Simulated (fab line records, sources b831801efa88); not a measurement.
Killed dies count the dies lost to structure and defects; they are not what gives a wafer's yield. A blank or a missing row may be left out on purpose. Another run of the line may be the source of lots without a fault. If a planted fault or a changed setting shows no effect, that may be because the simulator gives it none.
Which tool is to blame? / flow gf180mcu / 21 wafers from 7 lots sampled at 2 of the route's 602 steps

WHAT EACH GAUGE READ, for each wafer
GF_VT_IMPLANT_TW_MEAS_43.
lot=L285; measured=day 7 18:32; on=filmMetro-03; VT_IMPLANT_4_TW=699 703 697
lot=L292; measured=day 9 17:14; on=filmMetro-03; VT_IMPLANT_4_TW=696 696 689
lot=L294; measured=day 10 07:23; on=filmMetro-01; VT_IMPLANT_4_TW=681 682 682
lot=L297; measured=day 11 03:38; on=filmMetro-04; VT_IMPLANT_4_TW=696 696 697
lot=L300; measured=day 12 05:04; on=filmMetro-04; VT_IMPLANT_4_TW=694 696 692
lot=L304; measured=day 13 05:01; on=filmMetro-03; VT_IMPLANT_4_TW=693 697 696
lot=L306; measured=day 13 15:28; on=filmMetro-04; VT_IMPLANT_4_TW=696 694 695

WHAT TOOL EACH LOT RAN ON (gives the tool, then ch and the chambers of the sampled wafers, and finally the start)
lot=L285; GF_LVPWELL_IMPLANT_09=implanter-01 ch 0, day 4 01:44
lot=L292; GF_LVPWELL_IMPLANT_09=implanter-01 ch 0, day 5 16:02
lot=L294; GF_LVPWELL_IMPLANT_09=implanter-03 ch 0, day 6 03:44
lot=L297; GF_LVPWELL_IMPLANT_09=implanter-01 ch 0, day 6 20:34
lot=L300; GF_LVPWELL_IMPLANT_09=implanter-01 ch 0, day 7 17:49
lot=L304; GF_LVPWELL_IMPLANT_09=implanter-02 ch 0, day 8 14:02
lot=L306; GF_LVPWELL_IMPLANT_09=implanter-02 ch 0, day 8 23:53
- GF_LVPWELL_IMPLANT_09

THE ANSWER, worked out from the rows above alone
Rule: the lots themselves supply what counts as usual. Put in order of their means at a reading, lots are off if they are a third of the lots or fewer, leave a main group of 4 or more, and stand apart from it by a gap of 3 or more times the standard deviation of the main group's means; of several such gaps the widest counts. If all means in a main group match to the digits the tables above print for the reading, that group is not used. A lot without any number at a reading at which 4 lots or more have one is off too. The other lots that the step has rows for count as sound.
Off: L294, at GF_VT_IMPLANT_TW_MEAS_43 (VT_IMPLANT_4_TW). The main group has a mean of 696 with a standard deviation of 2.
If a tool, at a process step before that reading, ran all the lots that are off and no sound lot after the first of them, it fits. Those tools and the gauges at GF_VT_IMPLANT_TW_MEAS_43 are tried in the same way. Undecided on this evidence; 2 tools fit (implanter-03 at GF_LVPWELL_IMPLANT_09, filmMetro-01 at GF_VT_IMPLANT_TW_MEAS_43).

WHAT HAD BEEN PUT IN BY THE SIMULATOR
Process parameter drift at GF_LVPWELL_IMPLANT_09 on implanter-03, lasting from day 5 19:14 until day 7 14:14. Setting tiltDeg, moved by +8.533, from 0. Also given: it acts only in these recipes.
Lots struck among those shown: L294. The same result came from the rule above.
